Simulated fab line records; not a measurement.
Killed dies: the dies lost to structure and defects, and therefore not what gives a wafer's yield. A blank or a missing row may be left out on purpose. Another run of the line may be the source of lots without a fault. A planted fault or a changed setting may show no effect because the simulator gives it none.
Chamber matching / flow sfq_line / SFQ_TRILAYER_I2_CMP_CMP_064 on cmp-01 has 4 sister chambers
The step polishes SiO2. 4 wafers are shown with their chamber, then 7 later ones without.

WAFERS PAIRED WITH THEIR CHAMBERS
wafer=L925.3; chamber=3; motor_current_A (A)=10.2
wafer=L925.5; chamber=1; motor_current_A (A)=7.6
wafer=L928.1; chamber=2; motor_current_A (A)=10.6
wafer=L928.6; chamber=0; motor_current_A (A)=11.9

WAFERS MISSING THEIR CHAMBER
wafer=L930.3; motor_current_A (A)=11.7
wafer=L930.1; motor_current_A (A)=10.4
wafer=L930.6; motor_current_A (A)=7.7
wafer=L932.3; motor_current_A (A)=7.5
wafer=L932.5; motor_current_A (A)=10.3
wafer=L932.6; motor_current_A (A)=10.2
wafer=L938.2; motor_current_A (A)=10.2

WHICH CHAMBER EACH WENT THROUGH
wafer=L930.3; from the rows above=0; in truth=0
wafer=L930.1; from the rows above=can't be placed: 2 or 3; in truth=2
wafer=L930.6; from the rows above=1; in truth=1
wafer=L932.3; from the rows above=1; in truth=1
wafer=L932.5; from the rows above=can't be placed: 3 or 2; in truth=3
wafer=L932.6; from the rows above=3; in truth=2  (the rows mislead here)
wafer=L938.2; from the rows above=3; in truth=3
4 of 7 placed correctly. Unplaceable from these rows: 2, with the true chamber sitting among the candidates in 2. Placed wrongly: 1.
How it was worked out, from the rows above alone: a wafer's distance from a chamber is the root of the sum, over the readings, of the square of ((its reading less the chamber's mean) divided by the reading's scatter). If the next closest chamber is less than 2 further off than the closest, the wafer can't be placed; otherwise it belongs to the closest. A chamber's mean is the mean of its shown wafers. The scatter (one wafer shown for each chamber): square how far every hidden wafer sits from the nearest shown wafer, average those squares and take the square root.
